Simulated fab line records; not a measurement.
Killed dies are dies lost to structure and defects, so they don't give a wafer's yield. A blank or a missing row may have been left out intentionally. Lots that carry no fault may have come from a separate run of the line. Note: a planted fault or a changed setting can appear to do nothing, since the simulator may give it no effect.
8D (eight disciplines) problem report, filled in by code :: flow gf180mcu :: the parts of the form that need people (team, actions taken, sign-off) are left out

## 1. THE PROBLEM
strip time to endpoint s at GF_VT_IMPLANT_STRIP_09 reads a mean of 12.10 s on 1 wafer of 1 lot; wafers without a fault read 12.61 s with a standard deviation of 0.033. Measured from the usual mean, that is -15 standard deviations.
The step: strips in O2/N2.
First observed at day 7 23:53: wafer L574.3, on plasma asher-04. At this step, 36 wafers from 12 lots have a number in the record. By rule, "out" or "out of limits" means more than 4 standard deviations away from the usual mean. Any other wafer with a number is counted as sound.

## 2. WHAT IT IS, WHAT IT ISN'T
question: which readings at this step
is: strip time to endpoint s
is not: chamber pressure mTorr, drypump motor current A, heater power w, oes product au

question: which lots
is: L574
is not: L565, L566, L567, L568, L569, L570, L571, L572, L573, L583, L587

question: which wafers of those lots
is: L574.3
is not: L574.5, L574.6

question: read on which tools
is: plasma asher-04
is not: plasma asher-02, plasma asher-03

question: when
is: from day 7 23:53
is not: up to then (29 sound wafers); but 6 sound wafers of L583, L587 came after

## 3. SUSPECTS, AND WHAT RULES EACH OUT
Counting: any tool at a process step up to the reading remains a suspect provided it ran every lot that is out. Sound lots after the first of them don't rule it out here, since some wafers of a struck lot are sound.
- litho track-04 at GF_VT_IMPLANT_COAT_02 (resist thk 1000 nm): kept. It processed L574, the lot that is out, at day 7 16:13, and its most recent sound lot before then was L573 at day 7 10:49.
- plasma asher-04 at GF_VT_IMPLANT_STRIP_09 (strips in O2/N2): kept. It ran the lot that is out, L574 (day 7 23:53). On those wafers its own readings are out: strip time to endpoint s.
After counting, litho track-04 at GF_VT_IMPLANT_COAT_02 and plasma asher-04 at GF_VT_IMPLANT_STRIP_09 remain.

## 4. THE CAUSE (what the simulator had put in)
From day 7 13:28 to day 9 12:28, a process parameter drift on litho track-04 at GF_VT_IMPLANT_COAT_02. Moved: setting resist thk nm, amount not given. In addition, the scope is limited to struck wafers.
Counting leaves 2 suspects; this tool is one of them.

## 5. THE EFFECT CHAIN, in route order
One row per reading whose mean, taken over the struck wafers that have a number, lies over 3 standard deviations from the usual. Only readings for which the record gives a usual standard deviation are gone through. hours: the time from each lot's start at the first step in this table that gives one to its start at this step, as a median over the lots. sigmas: the change in usual standard deviations.
hours: 0
step: GF_VT_IMPLANT_STRIP_09
reading: strip time to endpoint s
usual: 12.61 s
on struck wafers: 12.10
change: -0.51
sigmas: -15
It contains these process steps:
- GF_VT_IMPLANT_STRIP_09: strips in O2/N2.
Later steps that measure or inspect, where all struck wafers having a row at the step show a number for every such reading and not one has moved that far: GF_VT_IMPLANT_OVL_MEAS_29, GF_POLY_GATE_OVL_MEAS_11.

## 6. HOW IT WOULD HAVE BEEN CAUGHT EARLIER
In this record the first reading out of limits was taken at day 7 23:53, 10 hours after the fault began at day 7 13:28.
By day 7 23:53, every lot that is out (1) had started GF_VT_IMPLANT_COAT_02 on litho track-04. Had the tool been put on hold then, not one of them would have been saved.
